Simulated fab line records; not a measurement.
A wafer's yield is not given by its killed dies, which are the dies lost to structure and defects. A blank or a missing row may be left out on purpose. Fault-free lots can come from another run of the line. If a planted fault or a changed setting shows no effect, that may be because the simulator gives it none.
The tool behind it: which one? -- flow sky130 -- 24 lots, 72 wafers sampled, at 4 steps of a route of 708

WHAT EACH GAUGE READ, for each wafer
SKY_METAL2_THK_MEAS_06: measures by xrf.
lot,measured,on,METAL2_ALCU_THK (nm)
L074,day 34 05:57,film-metro-02,246.9 245.3 245.9
L075,day 34 12:31,film-metro-04,248.3 248.5 247.0
L076,day 34 12:34,film-metro-02,249.6 246.1 244.8
L077,day 35 06:11,film-metro-04,245.6 244.2 248.5
L078,day 35 11:01,film-metro-02,244.9 243.8 242.4
L079,day 35 21:22,film-metro-02,244.2 244.5 246.1
L080,day 36 00:20,film-metro-04,250.3 246.4 247.5
L081,day 36 04:22,film-metro-04,244.5 247.6 244.0
L082,day 36 15:50,film-metro-03,248.7 251.5 251.1
L083,day 36 22:44,film-metro-04,248.9 250.9 248.8
L085,day 37 06:05,film-metro-03,248.6 249.5 246.4
L084,day 37 07:45,film-metro-04,246.2 247.7 245.2
L086,day 37 15:10,film-metro-03,245.8 244.7 247.1
L087,day 37 23:14,film-metro-03,247.1 246.8 247.8
L088,day 38 03:16,film-metro-02,243.0 242.0 244.1
L089,day 38 14:01,film-metro-02,247.4 243.9 246.9
L090,day 39 05:01,film-metro-04,243.1 242.4 243.0
L091,day 39 19:12,film-metro-03,248.0 243.9 246.2
L093,day 39 20:45,film-metro-03,253.9 250.3 252.6
L092,day 39 21:25,film-metro-02,246.2 242.7 245.1
L094,day 40 00:05,film-metro-02,244.7 243.3 242.7
L095,day 40 11:29,film-metro-02,246.0 248.7 246.8
L096,day 40 18:27,film-metro-02,244.5 241.1 243.4
L097,day 41 00:15,film-metro-04,247.3 245.8 248.3

SKY_METAL2_CD_MEAS_15: target cd 140 nm.
lot,measured,on,cd-nm (nm)
L074,day 35 08:00,cd-sem-02,142.5 141.7 142.4
L075,day 35 12:28,cd-sem-01,141.7 141.2 140.8
L076,day 35 12:52,cd-sem-01,143.5 141.8 142.2
L077,day 36 07:19,cd-sem-02,142.2 141.2 141.5
L078,day 36 13:47,cd-sem-01,139.5 139.1 139.9
L079,day 37 00:03,cd-sem-02,140.8 140.0 138.9
L080,day 37 02:37,cd-sem-01,139.6 140.2 140.6
L081,day 37 06:12,cd-sem-01,139.2 140.8 139.6
L082,day 37 17:09,cd-sem-02,141.1 140.0 141.6
L083,day 37 23:17,cd-sem-01,141.8 142.7 142.4
L085,day 38 06:57,cd-sem-02,141.0 140.2 141.5
L084,day 38 09:45,cd-sem-02,140.4 141.3 141.8
L086,day 38 16:25,cd-sem-01,139.7 139.9 138.8
L087,day 38 23:55,cd-sem-02,138.6 138.9 138.7
L088,day 39 04:19,cd-sem-02,138.6 139.7 139.2
L089,day 39 13:54,cd-sem-02,137.6 138.5 138.3
L090,day 40 05:57,cd-sem-02,139.1 139.9 138.2
L091,day 40 19:09,cd-sem-01,140.9 139.4 140.7
L093,day 40 21:05,cd-sem-01,141.4 140.7 141.1
L092,day 40 21:26,cd-sem-02,140.0 141.4 141.0
L094,day 41 00:35,cd-sem-01,140.8 139.9 141.2
L095,day 41 11:30,cd-sem-02,141.2 141.8 141.9
L096,day 41 18:37,cd-sem-02,139.4 138.9 138.5
L097,day 41 23:47,cd-sem-01,139.2 138.8 139.5

SKY_VIA2_RS_MEAS_22: measurement is done with a four-point probe.
lot,measured,on,VIA2_W_RS (ohm/sq)
L074,day 36 12:39,film-metro-04,0.273 0.271 0.277
L075,day 36 16:58,film-metro-03,0.274 0.273 0.272
L076,day 36 18:16,film-metro-04,0.282 0.275 0.270
L077,day 37 12:13,film-metro-01,0.268 0.271 0.270
L078,day 37 17:55,film-metro-03,0.264 0.266 0.274
L079,day 38 04:05,film-metro-01,0.277 0.277 0.278
L080,day 38 05:46,film-metro-01,0.272 0.275 0.271
L081,day 38 10:58,film-metro-01,0.268 0.273 0.265
L082,day 38 20:58,film-metro-04,0.264 0.273 0.271
L083,day 39 03:03,film-metro-03,0.266 0.264 0.270
L085,day 39 10:38,film-metro-03,0.265 0.265 0.272
L084,day 39 12:38,film-metro-01,0.271 0.265 0.268
L086,day 39 19:45,film-metro-04,0.278 0.280 0.282
L087,day 40 06:38,film-metro-03,0.267 0.262 0.266
L088,day 40 07:20,film-metro-01,0.272 0.271 0.271
L089,day 40 17:44,film-metro-04,0.277 0.274 0.276
L090,day 41 08:16,film-metro-04,0.270 0.270 0.273
L091,day 41 21:14,film-metro-04,0.261 0.276 0.273
L093,day 41 23:32,film-metro-04,0.267 0.267 0.271
L092,day 41 23:37,film-metro-03,0.256 0.275 0.258
L094,day 42 02:44,film-metro-03,0.271 0.269 0.264
L095,day 42 13:02,film-metro-04,0.258 0.271 0.257
L096,day 42 20:28,film-metro-03,0.266 0.270 0.265
L097,day 43 01:31,film-metro-01,0.273 0.264 0.273

TOOL THAT RAN EACH LOT (tool first, then ch and the chambers of the sampled wafers, then the start)
lot,SKY_METAL2_SPUTTER_00
L074,"pvd-sputter-04, day 34 05:41"
L075,"pvd-sputter-04, day 34 12:15"
L076,"pvd-sputter-03, day 34 12:18"
L077,"pvd-sputter-04, day 35 05:55"
L078,"pvd-sputter-02, day 35 10:43"
L079,"pvd-sputter-03, day 35 21:07"
L080,"pvd-sputter-02, day 36 00:04"
L081,"pvd-sputter-04, day 36 04:07"
L082,"pvd-sputter-03, day 36 15:34"
L083,"pvd-sputter-04, day 36 22:27"
L085,"pvd-sputter-02, day 37 05:49"
L084,"pvd-sputter-03, day 37 07:29"
L086,"pvd-sputter-04, day 37 14:54"
L087,"pvd-sputter-04, day 37 22:58"
L088,"pvd-sputter-03, day 38 03:00"
L089,"pvd-sputter-03, day 38 13:46"
L090,"pvd-sputter-03, day 39 04:46"
L091,"pvd-sputter-04, day 39 18:56"
L093,"pvd-sputter-03, day 39 20:28"
L092,"pvd-sputter-04, day 39 21:09"
L094,"pvd-sputter-04, day 39 23:48"
L095,"pvd-sputter-02, day 40 11:13"
L096,"pvd-sputter-02, day 40 18:11"
L097,"pvd-sputter-03, day 40 23:58"
- SKY_METAL2_SPUTTER_00: material Ti, target thk 15 nm, time 10 s.

WHAT THE TOOLS THEMSELVES READ (means of the sampled wafers that have a number; where no wafer has one, the mark that the record gives instead)
SKY_METAL2_SPUTTER_00.
lot,tool,chamber-pressure-pa (Pa),throttle-valve-pct (%)
L074,pvd-sputter-04,0.4006,30.7
L075,pvd-sputter-04,0.3991,30.6
L076,pvd-sputter-03,0.3997,31.3
L077,pvd-sputter-04,0.3998,30.7
L078,pvd-sputter-02,0.3999,29.6
L079,pvd-sputter-03,0.4003,30.6
L080,pvd-sputter-02,0.4003,29.9
L081,pvd-sputter-04,0.4004,30.0
L082,pvd-sputter-03,0.3995,31.3
L083,pvd-sputter-04,0.4010,30.2
L085,pvd-sputter-02,0.4001,30.6
L084,pvd-sputter-03,0.4003,30.5
L086,pvd-sputter-04,0.4003,31.2
L087,pvd-sputter-04,0.4001,30.1
L088,pvd-sputter-03,0.4001,30.6
L089,pvd-sputter-03,0.4007,29.9
L090,pvd-sputter-03,0.4001,30.1
L091,pvd-sputter-04,0.3996,30.6
L093,pvd-sputter-03,0.4005,31.2
L092,pvd-sputter-04,0.4001,30.0
L094,pvd-sputter-04,0.3987,30.2
L095,pvd-sputter-02,0.4001,30.4
L096,pvd-sputter-02,0.3999,29.8
L097,pvd-sputter-03,0.3999,29.7

THE ANSWER, worked out from the rows above alone
Rule: the lots themselves supply what counts as usual. The widest of any qualifying gaps counts: lots, ordered by their means at a reading, are off when they make up no more than a third of the lots, leave a main group of 4 or more, and stand apart from it by 3 or more times the standard deviation of that group's means. If all means in a main group match to the digits the tables above print for the reading, that group is not used. Also off: a lot with no number at a reading for which 4 or more lots have one. The other lots that the step has rows for count as sound. Order of review: gauges by route order, followed by the tools' own readings, for which a lot's mean as printed above is used. At the first step where some lot is off, the reading lying furthest off is the one used; lots without a number count as furthest.
No lot is off on any of the readings shown, so nothing can be concluded from this.

WHAT THE SIMULATOR HAD INSERTED
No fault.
